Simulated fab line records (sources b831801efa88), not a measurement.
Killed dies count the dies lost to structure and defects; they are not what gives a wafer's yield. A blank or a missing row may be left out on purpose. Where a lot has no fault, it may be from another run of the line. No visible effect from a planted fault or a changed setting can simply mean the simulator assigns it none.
fab line records | flow sky130
[record] lots = 10 wafers = 30 lastDay = 50
route steps=708 shown VIA1@479 METAL2@499
lots that met no fault: taken from a fault-free run of the same line
startH: start of the lot's first displayed wafer, in hours after the record's first day | waitH: hours since the lot's step before | " the same as in the row above | L1.1+2: one row covering several wafers at once | - no value present, or no start provided | * or withheld: withheld | < > ~ a bound
route shown NAME@n: a module of which the file shows steps, and the number in the route of the first | usual: the fault-free wafers' mean and standard deviation | same: alike in all rows | chamber/n: place in a boat | sites: readings site by site | _std_site: standard deviation across them | _edge_site: mean of outer sites minus mean of inner sites | radiusMm: for every site, how far away it sits from the centre of the wafer | mask NAME#n: copy n | behind: tool/chamber where the wafer was last shaped | hold: what put the lot on hold/how long, in hours/how the hold closed | device: which transistor (n, p or np) failed to switch | end of line: at the end of the route, the tests of the same wafers | a step without rows: its recipe alone | killed: dies that structure and defects cost at the first sort, which is not the same as the wafer's yield | map: a wafer's dies, marking killed ones x, the rest . and places with no die _
set.NAME: setting as actually run; set.NAME@STEP: the setting as run at that earlier step | model.NAME: the simulator's own value behind a step, which no gauge read
a sample of lots followed through the steps of the route, with each step as a table and each wafer as a row
services: the hour from which a tool's chamber was out of use, counted from the record's first day as startH (under 0 if before that day), plus the number of hours and why
[[steps]]
[step SKY_VIA1_CVD_21]
[recipe] material = W targetThkNm = 270 timeS = 80.902 tempC = 400 pressureTorr = 40
[usual] heaterPowerW = 970/41
// columns lot.wafer tool chamber startH waitH heaterPowerW
L220.1 cvdW-02 0 812.07 0.0 1053
L220.3 " 0 " " 1049
L220.6 " 0 " " 1033
L222.2 cvdW-02 1 836.69 0.0 945
L222.3 " 0 " " 1013
L222.6 " 1 " " 903
L223.2 cvdW-01 1 837.00 0.0 956
L223.3 " 0 " " 965
L223.6 " 1 " " 957
L224.1 cvdW-01 0 848.04 0.0 1011
L224.3 " 1 " " 976
L224.4 " 0 " " 1003
L227.1 cvdW-01 1 886.34 0.0 1000
L227.2 " 0 " " 998
L227.3 " 0 " " 987
L233.1 cvdW-01 0 913.36 0.0 981
L233.3 " 1 " " 985
L233.6 " 0 " " 1005
L234.1 cvdW-02 0 923.18 0.0 977
L234.2 " 1 " " 906
L234.3 " 0 " " 968
L237.1 cvdW-01 0 938.58 0.0 987
L237.2 " 1 " " 1003
L237.6 " 0 " " 989
L238.4 cvdW-01 0 945.11 0.1 995
L238.5 " 0 " " 985
L238.6 " 1 " " 972
L241.4 cvdW-02 0 969.71 0.1 963
L241.5 " 1 " " 870
L241.6 " 0 " " 945
[step SKY_METAL2_OVL_MEAS_16]
[usual] METAL2_OVL = 1/5.2
// columns lot.wafer tool chamber startH waitH METAL2_OVL[nm]
L220.1 overlay-01 - 839.57 0.1 0
L220.3 " - " " -1
L220.6 " - " " -8
L222.2 overlay-02 - 864.14 0.1 7
L222.3 " - " " -3
L222.6 " - " " 0
L223.2 overlay-02 - 864.40 0.1 2
L223.3 " - " " -10
L223.6 " - " " 3
L224.1 overlay-02 - 874.94 0.1 4
L224.3 " - " " -2
L224.4 " - " " -10
L227.1 overlay-02 - 912.69 0.1 -1
L227.2 " - " " 11
L227.3 " - " " 9
L233.1 overlay-02 - 939.64 0.1 -2
L233.3 " - " " 2
L233.6 " - " " 8
L234.1 overlay-01 - 949.62 0.1 7
L234.2 " - " " 2
L234.3 " - " " 2
L237.1 overlay-02 - 963.54 0.1 2
L237.2 " - " " 4
L237.6 " - " " -1
L238.4 overlay-02 - 969.19 0.1 1
L238.5 " - " " 7
L238.6 " - " " 5
L241.4 overlay-01 - 994.81 0.1 6
L241.5 " - " " 6
L241.6 " - " " 8
[step SKY_METAL2_DESCUM_17]
[recipe] chemistry = O2 sourcePowerW = 150 biasPowerW = 0 pressureMtorr = 10 tempC = 40 timeS = 8
[usual] chamberPressureMTorr = 10.000/0.0083 drypumpMotorCurrentA = 6.01/0.23 oesProductAu = 0.992/0.017
// columns lot.wafer tool chamber startH waitH chamberPressureMTorr drypumpMotorCurrentA oesProductAu rfHoursCounterH
L220.1 rieMetal-02 1 839.61 0.0 9.999 5.74 0.978 15
L220.3 " 0 " " 9.983 6.10 0.996 -
L220.6 " 1 " " 10.008 5.74 0.978 -
L222.2 rieMetal-02 1 864.17 0.0 9.995 5.73 0.989 16
L222.3 " 1 " " 9.993 5.72 0.985 -
L222.6 " 0 " " 10.000 6.05 0.988 -
L223.2 rieMetal-01 0 864.43 0.0 9.993 6.13 0.978 13
L223.3 " 1 " " 9.995 6.40 1.011 -
L223.6 " 0 " " 10.000 6.13 0.973 -
L224.1 rieMetal-02 0 874.98 0.0 10.006 6.06 0.973 4
L224.3 " 0 " " 9.988 6.03 0.994 -
L224.4 " 1 " " 10.002 5.75 0.975 -
L227.1 rieMetal-03 0 912.73 0.0 9.988 6.01 0.992 0
L227.2 " 1 " " 10.006 5.70 1.027 18
L227.3 " 0 " " 10.006 6.00 0.979 -
L233.1 rieMetal-03 1 939.68 0.0 10.002 5.69 1.024 19
L233.3 " 0 " " 10.003 6.00 0.987 -
L233.6 " 1 " " 10.016 5.66 1.013 -
L234.1 rieMetal-02 0 949.66 0.0 9.999 6.03 0.987 8
L234.2 " 1 " " 10.000 5.75 0.965 1
L234.3 " 0 " " 10.012 6.06 0.988 -
L237.1 rieMetal-03 0 963.58 0.0 9.995 6.01 0.984 3
L237.2 " 0 " " 10.008 6.01 0.976 -
L237.6 " 0 " " 9.992 6.01 0.980 -
L238.4 rieMetal-02 1 969.22 0.0 9.993 5.72 0.975 -
L238.5 " 1 " " 10.016 5.72 0.974 -
L238.6 " 0 " " 9.994 6.06 0.998 -
L241.4 rieMetal-01 0 994.84 0.0 10.003 6.16 0.982 -
L241.5 " 0 " " 10.005 6.16 0.977 -
L241.6 " 1 " " 10.004 6.42 1.021 -
[step SKY_METAL2_METAL_ETCH_19]
[recipe] targetDepthA = 3600 stopOn = SiO2 overEtchFrac = 0.3 timeS = 78 chemistry = Cl2/BCl3 resistSidewallDeg = 88 pressureMtorr = 10 icpW = 900 biasW = 48.5 Cl2_flow_sccm = 60 bcl3FlowSccm = 30
[usual] chamberPressureMTorr = 10.001/0.0087 drypumpMotorCurrentA = 6.01/0.23 oesProductAu = 0.852/0.0069 rfFwdPowerW = 893/3.5 throttleValvePct = 22.265/0.009
// columns lot.wafer tool chamber startH waitH chamberPressureMTorr drypumpMotorCurrentA oesProductAu rfFwdPowerW rfHoursCounterH throttleValvePct
L220.1 rieMetal-02 1 839.70 0.0 9.988 5.74 0.859 897 15 22.260
L220.3 " 0 " " 9.996 6.08 0.864 891 - 22.259
L220.6 " 1 " " 9.998 5.74 0.861 899 - 22.237
L222.2 rieMetal-02 1 864.26 0.0 9.999 5.73 0.845 750 16 22.265
L222.3 " 1 " " 10.012 5.71 0.838 747 - 22.253
L222.6 " 0 " " 10.012 6.08 0.843 752 - 22.276
L223.2 rieMetal-01 0 864.52 0.0 9.986 6.15 0.849 893 13 22.264
L223.3 " 1 " " 10.018 6.39 0.847 889 - 22.260
L223.6 " 0 " " 9.998 6.13 0.849 895 - 22.270
L224.1 rieMetal-02 0 875.07 0.0 10.027 6.07 0.835 753 4 22.253
L224.3 " 0 " " 9.989 6.07 0.850 756 - 22.269
L224.4 " 1 " " 9.980 5.72 0.845 746 - 22.272
L227.1 rieMetal-03 0 912.82 0.0 9.997 6.05 0.853 894 0 22.266
L227.2 " 1 " " 9.996 5.69 0.874 897 18 22.260
L227.3 " 0 " " 10.012 6.02 0.854 892 - 22.274
L233.1 rieMetal-03 1 939.77 0.0 10.007 5.70 0.856 893 19 22.266
L233.3 " 0 " " 10.000 6.00 0.847 897 - 22.269
L233.6 " 1 " " 10.010 5.69 0.860 896 - 22.270
L234.1 rieMetal-02 0 949.78 0.1 9.999 6.03 0.860 892 8 22.265
L234.2 " 1 " " 10.005 5.75 0.863 893 1 22.256
L234.3 " 0 " " 9.991 6.05 0.859 898 - 22.255
L237.1 rieMetal-03 0 963.77 0.1 10.002 6.03 0.861 899 3 22.251
L237.2 " 0 " " 10.004 6.03 0.858 900 - 22.262
L237.6 " 0 " " 9.997 6.01 0.864 897 - 22.260
L238.4 rieMetal-02 1 969.33 0.1 9.999 5.75 0.848 893 - 22.254
L238.5 " 1 " " 9.997 5.74 0.850 885 - 22.256
L238.6 " 0 " " 10.003 6.04 0.844 896 - 22.275
L241.4 rieMetal-01 0 995.00 0.1 9.999 6.11 0.845 886 - 22.275
L241.5 " 0 " " 10.010 6.16 0.850 894 - 22.261
L241.6 " 1 " " 10.003 6.44 0.855 886 - 22.270
[step SKY_METAL2_STRIP_20]
[recipe] chemistry = O2/N2 powerW = 1400 pressureMtorr = 1500 platenTempC = withheld o2FlowSccm = 3000 n2FlowSccm = 300 overashFraction = 0.5
[usual] chamberPressureMTorr = 1499.9/1.3 drypumpMotorCurrentA = 5.8/0.37 oesProductAu = 0.345/0.0055 stripTimeToEndpointS = 2.74/0.084
// columns lot.wafer tool chamber startH waitH chamberPressureMTorr drypumpMotorCurrentA oesProductAu rfHoursCounterH stripTimeToEndpointS
L220.1 plasmaAsher-03 1 839.79 0.1 1498.7 5.9 0.349 41 2.81
L220.3 " 0 " " 1499.8 6.1 0.346 - 2.72
L220.6 " 0 " " 1500.5 6.0 0.348 - 2.79
L222.2 plasmaAsher-02 1 864.35 0.1 1499.6 6.2 0.356 11 3.10
L222.3 " 0 " " 1499.1 5.1 0.355 - 3.11
L222.6 " 1 " " 1499.2 6.1 0.361 - 3.08
L223.2 plasmaAsher-03 1 864.61 0.1 1499.6 5.9 0.348 44 2.77
L223.3 " 1 " " 1496.9 5.8 0.347 - 2.66
L223.6 " 1 " " 1498.4 5.8 0.340 - 2.78
L224.1 plasmaAsher-02 1 875.16 0.1 1499.5 6.2 0.359 12 3.10
L224.3 " 1 " " 1502.0 6.2 0.361 - 3.10
L224.4 " 0 " " 1499.5 5.1 0.363 - 3.17
L227.1 plasmaAsher-01 1 912.91 0.1 1500.0 5.4 0.341 76 2.80
L227.2 " 0 " " 1499.0 6.0 0.333 76 2.61
L227.3 " 0 " " 1499.9 5.9 0.348 - 2.80
L233.1 plasmaAsher-01 0 939.86 0.1 1500.0 6.0 0.339 79 2.62
L233.3 " 1 " " 1501.1 5.5 0.352 - 2.79
L233.6 " 1 " " 1498.1 5.5 0.337 - 2.64
L234.1 plasmaAsher-01 1 949.90 0.1 1502.4 5.5 0.349 80 2.74
L234.2 " 0 " " 1500.4 5.9 0.355 80 2.85
L234.3 " 0 " " 1500.0 6.0 0.350 - 2.69
L237.1 plasmaAsher-02 0 963.95 0.1 1500.2 5.1 0.341 21 2.82
L237.2 " 1 " " 1501.0 6.2 0.345 21 2.82
L237.6 " 1 " " 1499.3 6.2 0.352 - 2.87
L238.4 plasmaAsher-01 0 969.42 0.1 1497.3 6.0 0.347 - 2.84
L238.5 " 0 " " 1502.1 6.0 0.353 - 2.86
L238.6 " 1 " " 1501.1 5.5 0.340 - 2.78
L241.4 plasmaAsher-01 0 995.11 0.1 1500.5 6.0 0.347 - 2.78
L241.5 " 1 " " 1502.0 5.5 0.348 - 2.76
L241.6 " 0 " " 1501.4 6.0 0.335 - 2.57
[[services]]
// columns tool chamber startH hours kind
rieMetal-02 1 797.27 13.0 repair
rieMetal-02 0 826.93 2.3 repair
cvdW-02 - 843.39 1.2 repair
cvdW-01 0 852.92 4.2 repair
plasmaAsher-03 - 869.06 0.9 repair
rieMetal-03 0 885.76 - clean
rieMetal-03 0 885.76 22.9 scheduledDown
rieMetal-03 0 885.76 22.9 ventCycle
plasmaAsher-03 - 900.15 2.8 pm
rieMetal-02 1 901.21 - clean
rieMetal-02 1 901.21 27.0 scheduledDown
rieMetal-02 1 901.21 27.0 ventCycle
cvdW-02 - 904.00 14.0 pm
cvdW-02 0 904.00 14.0 ventCycle
cvdW-02 1 904.00 14.0 ventCycle
plasmaAsher-02 - 913.74 4.6 repair
cvdW-02 0 918.00 - clean
cvdW-02 1 918.00 - clean
plasmaAsher-03 - 920.68 1.0 repair
plasmaAsher-01 - 931.62 1.1 repair
cvdW-02 - 946.05 14.6 pm
rieMetal-03 1 961.53 - clean
rieMetal-03 1 961.53 27.6 scheduledDown
rieMetal-03 1 961.53 27.6 ventCycle
[[key]]
[firstSign] step = SKY_METAL2_METAL_ETCH_19 reading = rfFwdPowerW direction = down sigmas = 40 usual = 893 struck = 751
[effect] step = SKY_METAL2_STRIP_20 reading = stripTimeToEndpointS direction = up sigmas = 4.5 usual = * struck = *
metAt SKY_METAL2_METAL_ETCH_19
struckLots L222,L224
notActingAt SKY_VIA1_CVD_21,SKY_METAL2_OVL_MEAS_16,SKY_METAL2_DESCUM_17
onsetBetween 839.70 864.26
[fault] kind = processParameterDrift tool = rieMetal-02 chamber = - onsetH = 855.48 steps = SKY_METAL2_METAL_ETCH_19 channel = icpW offset = -144 shape = step endH = 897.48 actsIn = theseRecipesOnly stated = 900
